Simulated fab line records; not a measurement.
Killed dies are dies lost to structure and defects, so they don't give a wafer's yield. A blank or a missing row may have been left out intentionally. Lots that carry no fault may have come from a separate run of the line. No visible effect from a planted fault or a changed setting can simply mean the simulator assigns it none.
Which tool is to blame? || flow gf180mcu || 7 lots (21 wafers sampled), 1 step of a 602-step route

WHAT THE GAUGES SHOWED, per wafer
GF_M3_RS_MEAS_05: measures by four-point-probe.
{"lot": "L548", "measured": "day 20 12:20", "on": "film metro-03", "M3_ALCU_RS (ohm/sq)": "0.0690 0.0695 0.0684"}
{"lot": "L550", "measured": "day 21 06:28", "on": "film metro-03", "M3_ALCU_RS (ohm/sq)": "0.0693 0.0687 0.0690"}
{"lot": "L557", "measured": "day 24 06:11", "on": "film metro-03", "M3_ALCU_RS (ohm/sq)": "0.0698 0.0692 0.0694"}
{"lot": "L563", "measured": "day 26 08:58", "on": "film metro-03", "M3_ALCU_RS (ohm/sq)": "0.0691 0.0689 0.0696"}
{"lot": "L565", "measured": "day 27 00:12", "on": "film metro-04", "M3_ALCU_RS (ohm/sq)": "0.0695 0.0700 0.0693"}
{"lot": "L567", "measured": "day 27 19:37", "on": "film metro-04", "M3_ALCU_RS (ohm/sq)": "0.0682 0.0687 0.0687"}
{"lot": "L570", "measured": "day 28 03:50", "on": "film metro-01", "M3_ALCU_RS (ohm/sq)": "0.0697 0.0696 0.0697"}

WHAT TOOL EACH LOT RAN ON (gives the tool, then ch and the chambers of the sampled wafers, and finally the start)
The record holds no process step before these readings.

THE ANSWER, worked out from the rows above alone
Rule: what is usual is taken from the lots themselves. Put in order of their means at a reading, lots are off if they are a third of the lots or fewer, leave a main group of 4 or more, and stand apart from it by a gap of 3 or more times the standard deviation of the main group's means; of several such gaps the widest counts. A main group whose means are all the same, to the digits that the tables above print for the reading, isn't used. A lot without any number at a reading at which 4 lots or more have one is off too. Any other lot the step has rows for is counted as sound.
None of the lots is off at any reading shown; this tells nothing.

WHAT HAD BEEN PUT IN BY THE SIMULATOR
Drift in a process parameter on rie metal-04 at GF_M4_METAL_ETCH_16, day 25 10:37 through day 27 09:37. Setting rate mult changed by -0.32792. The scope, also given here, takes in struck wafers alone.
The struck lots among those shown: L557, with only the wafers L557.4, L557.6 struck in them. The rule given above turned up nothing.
